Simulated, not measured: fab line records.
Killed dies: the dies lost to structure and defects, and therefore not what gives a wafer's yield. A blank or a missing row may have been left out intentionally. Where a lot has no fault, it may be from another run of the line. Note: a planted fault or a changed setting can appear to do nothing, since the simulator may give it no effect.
Which tool was responsible? ; flow sky130 ; 24 lots with 72 wafers sampled at 5 steps, on a route of 708 steps

WHAT EACH GAUGE READ, for each wafer
SKY_VIA1_CD_MEAS_12: target cd 150 nm. Usual: cd-nm 149.7 nm, standard deviation 1.6.
lot;measured;on;cd-nm (nm);flag
L074;day 34 04:58;cd-sem-02;147.7 149.0 149.3;
L075;day 34 09:49;cd-sem-02;151.3 152.2 151.0;
L076;day 34 14:37;cd-sem-02;146.9 147.6 147.1;
L077;day 34 21:37;cd-sem-02;151.0 152.2 150.8;
L078;day 35 04:53;cd-sem-02;148.0 147.6 148.5;
L079;day 35 13:31;cd-sem-02;149.2 149.8 150.0;
L080;day 35 21:26;cd-sem-01;148.8 148.7 149.6;
L081;day 36 17:44;cd-sem-01;151.5 151.1 149.4;
L082;day 36 19:54;cd-sem-01;150.7 149.9 150.0;
L083;day 36 20:32;cd-sem-01;148.7 147.8 148.8;
L084;day 37 00:12;cd-sem-02;151.8 152.5 151.2;
L085;day 37 10:00;cd-sem-02;150.6 150.9 151.0;
L086;day 37 19:27;cd-sem-02;148.1 151.1 149.7;
L087;day 38 07:48;cd-sem-01;150.5 154.1 150.8;
L088;day 38 09:36;cd-sem-01;152.1 151.2 151.1;
L089;day 38 16:48;cd-sem-02;151.4 150.1 149.5;
L090;day 38 22:51;cd-sem-02;148.1 149.3 150.9;
L091;day 39 09:24;cd-sem-02;145.6 147.2 145.4;
L092;day 39 15:21;cd-sem-01;151.0 150.5 150.3;
L093;day 39 17:17;cd-sem-02;149.9 151.9 150.0;
L094;day 40 01:48;cd-sem-02;151.1 149.4 150.0;
L095;day 40 10:45;cd-sem-02;150.5 150.0 150.5;
L096;day 40 16:13;cd-sem-01;148.4 148.6 148.8;
L097;day 40 21:56;cd-sem-02;146.8 148.1 146.6;

SKY_VIA1_RS_MEAS_22: uses a four-point probe to measure. Usual: for VIA1_W_RS the level is 0.428 ohm/sq and the standard deviation is 0.0038.
lot;measured;on;VIA1_W_RS (ohm/sq);flag
L074;day 34 05:58;film-metro-01;0.428 0.425 0.429;
L075;day 34 10:51;film-metro-02;0.432 0.429 0.435;
L076;day 34 15:39;film-metro-01;0.427 0.430 0.425;
L077;day 34 22:37;film-metro-02;0.425 0.420 0.427;
L078;day 35 05:54;film-metro-04;0.421 0.426 0.424;
L079;day 35 14:31;film-metro-02;0.432 0.433 0.429;
L080;day 35 22:25;film-metro-02;0.426 0.434 0.427;
L081;day 36 18:46;film-metro-01;0.428 0.432 0.426;
L082;day 36 20:56;film-metro-01;0.431 0.429 0.427;
L083;day 36 21:31;film-metro-01;0.431 0.434 0.431;
L084;day 37 01:13;film-metro-04;0.435 0.424 0.431;
L085;day 37 11:02;film-metro-01;0.431 0.431 0.422;
L086;day 37 20:26;film-metro-04;0.428 0.429 0.434;
L087;day 38 08:47;film-metro-02;0.418 0.424 0.429;
L088;day 38 10:37;film-metro-02;0.425 0.434 0.431;
L089;day 38 17:54;film-metro-04;0.430 0.427 0.429;
L090;day 38 23:56;film-metro-02;0.427 0.429 0.424;
L091;day 39 10:26;film-metro-01;0.431 0.430 0.422;
L092;day 39 16:20;film-metro-04;0.429 0.433 0.435;
L093;day 39 18:16;film-metro-02;0.432 0.421 0.428;
L094;day 40 02:47;film-metro-04;0.426 0.430 0.423;
L095;day 40 11:45;film-metro-02;0.434 0.434 0.423;
L096;day 40 17:13;film-metro-02;0.425 0.428 0.427;
L097;day 40 23:03;film-metro-02;0.427 0.428 0.423;

SKY_METAL2_THK_MEAS_06: measures by xrf. Usual: for METAL2_ALCU_THK the level is 249.7 nm and the standard deviation is 2.5.
lot;measured;on;METAL2_ALCU_THK (nm);flag
L074;day 34 06:41;film-metro-02;243.7 246.0 245.5;
L075;day 34 11:35;film-metro-04;249.3 254.5 250.4;
L076;day 34 16:23;film-metro-04;250.4 250.3 248.6;
L077;day 34 23:20;film-metro-02;245.7 251.0 248.3;
L078;day 35 06:38;film-metro-02;250.0 246.9 247.7;
L079;day 35 15:14;film-metro-02;247.8 248.5 249.6;
L080;day 35 23:10;film-metro-03;251.9 250.8 252.4;
L081;day 36 19:31;film-metro-03;250.7 253.9 253.2;
L082;day 36 21:40;film-metro-03;252.1 251.4 251.0;
L083;day 36 22:16;film-metro-03;251.7 251.6 251.3;
L084;day 37 01:58;film-metro-02;251.7 248.9 248.9;
L085;day 37 11:46;film-metro-02;246.8 248.2 244.1;
L086;day 37 21:11;film-metro-03;247.3 247.8 247.6;
L087;day 38 09:32;film-metro-04;246.0 247.4 245.2;
L088;day 38 11:22;film-metro-03;254.2 253.6 253.4;
L089;day 38 18:38;film-metro-04;249.6 247.8 247.8;
L090;day 39 00:40;film-metro-03;254.4 252.4 250.8;
L091;day 39 11:31;film-metro-02;248.0 246.0 249.4;
L092;day 39 17:04;film-metro-02;248.4 248.6 250.4;
L093;day 39 19:01;film-metro-03;256.5 255.7 254.5;
L094;day 40 03:31;film-metro-03;246.1 249.8 248.9;
L095;day 40 12:31;film-metro-04;250.2 246.3 249.5;
L096;day 40 17:58;film-metro-03;250.4 249.5 251.4;
L097;day 40 23:55;film-metro-02;251.2 248.6 250.3;

SKY_CAPM_THK_MEAS_01. Usual: for CAPM_CVD_00_THK the level is 15.51 nm and the standard deviation is 0.23.
lot;measured;on;CAPM_CVD_00_THK (nm);flag
L074;day 36 14:22;film-metro-02;15.45 15.84 15.52;
L075;day 36 19:21;film-metro-02;15.55 15.55 15.87;
L076;day 37 00:39;film-metro-03;15.18 15.49 15.60;
L077;day 37 05:55;film-metro-03;15.36 15.64 15.81;
L078;day 37 15:23;film-metro-02;15.45 15.96 15.87;
L079;day 37 23:05;film-metro-03;15.02 15.22 15.63;
L080;day 38 07:30;film-metro-02;15.10 15.20 15.39;
L081;day 39 02:57;film-metro-01;15.47 15.74 15.65;
L082;day 39 04:23;film-metro-03;15.41 15.41 15.61;
L083;day 39 04:56;film-metro-02;15.59 15.73 15.93;
L084;day 39 08:09;film-metro-03;15.41 15.70 15.65;
L085;day 39 17:23;film-metro-03;15.61 15.62 15.85;
L086;day 40 01:12;film-metro-02;15.32 15.25 15.62;
L087;day 40 14:26;film-metro-01;15.26 15.57 15.05;
L088;day 40 15:10;film-metro-01;15.46 15.55 15.56;
L089;day 40 23:18;film-metro-03;15.42 15.39 15.92;
L090;day 41 03:37;film-metro-03;15.39 15.32 15.54;
L091;day 41 14:17;film-metro-02;15.26 15.35 15.32;
L092;day 41 20:15;film-metro-02;15.32 15.41 15.50;
L093;day 41 22:37;film-metro-03;15.40 15.36 15.53;
L094;day 42 06:47;film-metro-01;15.16 15.34 15.50;
L095;day 42 15:30;film-metro-03;15.67 15.64 16.02;
L096;day 42 19:29;film-metro-01;15.27 15.42 15.41;
L097;day 43 02:33;film-metro-02;15.11 15.49 15.35;

EACH LOT AND THE TOOL THAT RAN IT (in order: tool; ch and the chambers of the sampled wafers; start)
lot;SKY_VIA1_CVD_21
L074;cvd-w-01 ch 0,1, day 34 05:52
L075;cvd-w-01 ch 0,1, day 34 10:44
L076;cvd-w-01 ch 0,1, day 34 15:32
L077;cvd-w-01 ch 0,1, day 34 22:29
L078;cvd-w-02 ch 0,1, day 35 05:49
L079;cvd-w-02 ch 0,1, day 35 14:23
L080;cvd-w-02 ch 0, day 35 22:20
L081;cvd-w-01 ch 0,1, day 36 18:41
L082;cvd-w-02 ch 1, day 36 20:49
L083;cvd-w-01 ch 0,1, day 36 21:26
L084;cvd-w-01 ch 0,1, day 37 01:08
L085;cvd-w-01 ch 0,1, day 37 10:54
L086;cvd-w-02 ch 0,1, day 37 20:20
L087;cvd-w-01 ch 0,1, day 38 08:42
L088;cvd-w-02 ch 0,1, day 38 10:32
L089;cvd-w-01 ch 0, day 38 17:43
L090;cvd-w-01 ch 0, day 38 23:44
L091;cvd-w-02 ch 0,1, day 39 10:20
L092;cvd-w-02 ch 0,1, day 39 16:14
L093;cvd-w-02 ch 0,1, day 39 18:11
L094;cvd-w-02 ch 0,1, day 40 02:41
L095;cvd-w-01 ch 0,1, day 40 11:40
L096;cvd-w-02 ch 0,1, day 40 17:07
L097;cvd-w-02 ch 0,1, day 40 22:58
- SKY_VIA1_CVD_21: deposits W, target thk 270 nm, time 80.902 s.

AS READ BY THE TOOLS THEMSELVES (means over the sampled wafers that have a number; for cases with no such wafer, the mark the record gives instead)
SKY_VIA1_CVD_21. Usual: heater-power-w 813 W, standard deviation 100.
lot;tool;heater-power-w (W);flag
L074;cvd-w-01;909;
L075;cvd-w-01;927;
L076;cvd-w-01;874;
L077;cvd-w-01;904;
L078;cvd-w-02;767;
L079;cvd-w-02;702;
L080;cvd-w-02;638;
L081;cvd-w-01;917;
L082;cvd-w-02;828;
L083;cvd-w-01;873;
L084;cvd-w-01;873;
L085;cvd-w-01;854;
L086;cvd-w-02;705;
L087;cvd-w-01;860;
L088;cvd-w-02;706;
L089;cvd-w-01;827;
L090;cvd-w-01;826;
L091;cvd-w-02;731;
L092;cvd-w-02;730;
L093;cvd-w-02;744;
L094;cvd-w-02;735;
L095;cvd-w-01;873;
L096;cvd-w-02;763;
L097;cvd-w-02;781;

THE ANSWER, worked out from the rows above alone
Rule: take the mean of a lot's wafers that have a number; if it is more than 3 standard deviations from the usual mean, the lot is off. A lot without any number at a reading at which 4 lots or more have one is off too. All remaining lots with rows at the step are treated as sound. After the gauges, taken in route order, come the tools' own readings; for these a lot's mean is taken, as printed above. At the first step where some lot is off, the reading lying furthest off is the one used; lots without a number count as furthest.
No lot is off at any reading shown: from this, nothing can be told.

WHAT THE SIMULATOR HAD PUT IN
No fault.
